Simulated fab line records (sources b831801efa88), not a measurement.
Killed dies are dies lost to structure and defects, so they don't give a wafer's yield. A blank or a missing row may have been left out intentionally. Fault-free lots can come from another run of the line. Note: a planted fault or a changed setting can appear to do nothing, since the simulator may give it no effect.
Struck lot and sound lot, side by side	flow sfq line	18 steps out of a route of 325
Sound: the wafers L268.1, L268.3, L268.6. The struck wafers were L281.2, L281.5, L281.6. The cause comes at the end.
Per side, at each step with rows, come the tool, then ch with its chambers, and then its first start. Under that, the readings that differ: sound wafers	struck wafers	difference of the means	sigmas: that difference in standard deviations of wafers without a fault.
alike: a reading whose means differ by less than 2 such deviations, as well as words and numbers matching on both sides. not compared: withheld readings; readings where some wafer has no value; bounds like >300 that might hide an equal value; numbers whose values overlap and for which the record gives no deviation.
A row with sigmas, a row that says differs or no value, or rows on one side alone: a step with any of these is where the two part. When numbers do not overlap yet have no deviation, they are printed without sigmas and do not part them. A reading that every wafer of one side lacks parts them only if that side has two wafers or more.

SFQ_I0_OVL_MEAS_908:
  sound on overlay-02 at day 18 00:17; struck on overlay-02 at day 22 23:17
  alike: I0_OVL
SFQ_TRILAYER_I0_VIA_BARC_OPEN_VIA_ETCH_046: etches BARC in O2, target depth 125 nm, time 41.7 s.
  sound on rie diel-01 ch 2,3, day 18 00:19; struck on rie diel-04 ch 0,1,3, day 22 23:19
  alike: chamber pressure mTorr, drypump motor current A, oes product au
  not compared: rf hours counter h
SFQ_TRILAYER_I0_VIA_ETCH_VIA_ETCH_034: etches SiO2 in CHF3, stops on Nb, target depth 260 nm.
  sound on rie diel-01 ch 2,3, day 18 00:22; struck on rie diel-04 ch 0,1,3, day 22 23:22
  alike: chamber pressure mTorr, drypump motor current A, oes product au
SFQ_TRILAYER_I0_VIA_STRIP_STRIP_035: strips in O2.
  sound on rie metal-04 ch 0,1, day 18 00:29; struck on rie metal-02 ch 0,1, day 22 23:29
reading	sound	struck	difference	sigmas
oes product au (a.u.)	0.998 0.981 0.999	1.012 1.010 1.003	+0.016	+2
  alike: chamber pressure mTorr, drypump motor current A
  not compared: rf hours counter h
then, 2 steps without rows for these wafers: SFQ_TRILAYER_I0_VIA_STRIP_SOLV_CLEAN_036 (cleans in NMP, time 600 s); SFQ_TRILAYER_M1_DEP_PRE_CLEAN_038 (time 22.5 s).
SFQ_TRILAYER_M1_DEP_SPUTTER_037: material Nb, target thk 200 nm, time 133.3 s.
  sound on pvd sputter-06 at day 18 01:29; struck on pvd sputter-06 at day 23 00:17
  alike: chamber pressure pa, substrate temp c, throttle valve pct
SFQ_M1_RS_MEAS_909: the measuring method here is four-point-probe.
  sound on film metro-03 at day 18 01:34; struck on film metro-03 at day 23 00:23
  alike: M1_NB_RS
then, 3 steps without rows for these wafers: SFQ_TRILAYER_M1_LITHO_COAT_044 (resist thk 62 nm); SFQ_TRILAYER_M1_LITHO_COAT_039 (resist thk 600 nm); SFQ_TRILAYER_M1_LITHO_SOFTBAKE_043.
-- the record jumps here: 6 days lie between the struck wafers' starts before and after --
SFQ_TRILAYER_M1_LITHO_EXPOSE_040: exposes mask M1, target cd 500 nm.
  sound on krf scanner-02 ch 0, day 24 11:44; struck on krf scanner-02 ch 0, day 28 20:29
reading	sound	struck	difference	sigmas
exposure dose mJ cm2	14.395 14.400 14.404	14.819 14.831 14.811	+0.421	+26
  alike: mask
then, 2 steps without rows for these wafers: SFQ_TRILAYER_M1_LITHO_PEB_042 (peb time 60 s); SFQ_TRILAYER_M1_LITHO_DEVELOP_041 (time 60 s).
SFQ_M1_OVL_MEAS_911:
  sound on overlay-02 at day 24 13:14; struck on overlay-02 at day 28 21:47
  alike: M1_OVL
SFQ_TRILAYER_M1_BARC_OPEN_METAL_ETCH_054: etches BARC in O2, target depth 125 nm, time 41.7 s.
  sound on rie metal-02 ch 0,1, day 24 13:16; struck on rie metal-03 ch 0,1, day 28 21:49
reading	sound	struck	difference	sigmas
model.M1.cd nm (nm)	499.3 497.4 498.4	496 495.7 494.4	-3	
  alike: chamber pressure mTorr, drypump motor current A, oes product au
  not compared: rf hours counter h
SFQ_TRILAYER_M1_ETCH_METAL_ETCH_042: etches Nb in Cl2/Ar, stops on SiO2, target depth 240 nm, time 120 s.
  sound on rie metal-02 ch 0,1, day 24 13:20; struck on rie metal-03 ch 0,1, day 28 21:53
  alike: chamber pressure mTorr, drypump motor current A, oes product au
  not compared: rf hours counter h, model.M1.cd nm
SFQ_TRILAYER_M1_STRIP_STRIP_043: strips in O2.
  sound on rie metal-02 ch 0,1, day 24 13:28; struck on rie metal-03 ch 0,1, day 28 22:00
  alike: chamber pressure mTorr, drypump motor current A, oes product au
  not compared: rf hours counter h

== WHERE THEY PART ==
Last at SFQ_TRILAYER_M1_LITHO_EXPOSE_040 as far as this record goes, first at SFQ_TRILAYER_I0_VIA_STRIP_STRIP_035. Later steps at which nothing parts them and some readings are alike: SFQ_M1_OVL_MEAS_911, SFQ_TRILAYER_M1_BARC_OPEN_METAL_ETCH_054, SFQ_TRILAYER_M1_ETCH_METAL_ETCH_042, SFQ_TRILAYER_M1_STRIP_STRIP_043.

WHY: whatever the simulator had introduced
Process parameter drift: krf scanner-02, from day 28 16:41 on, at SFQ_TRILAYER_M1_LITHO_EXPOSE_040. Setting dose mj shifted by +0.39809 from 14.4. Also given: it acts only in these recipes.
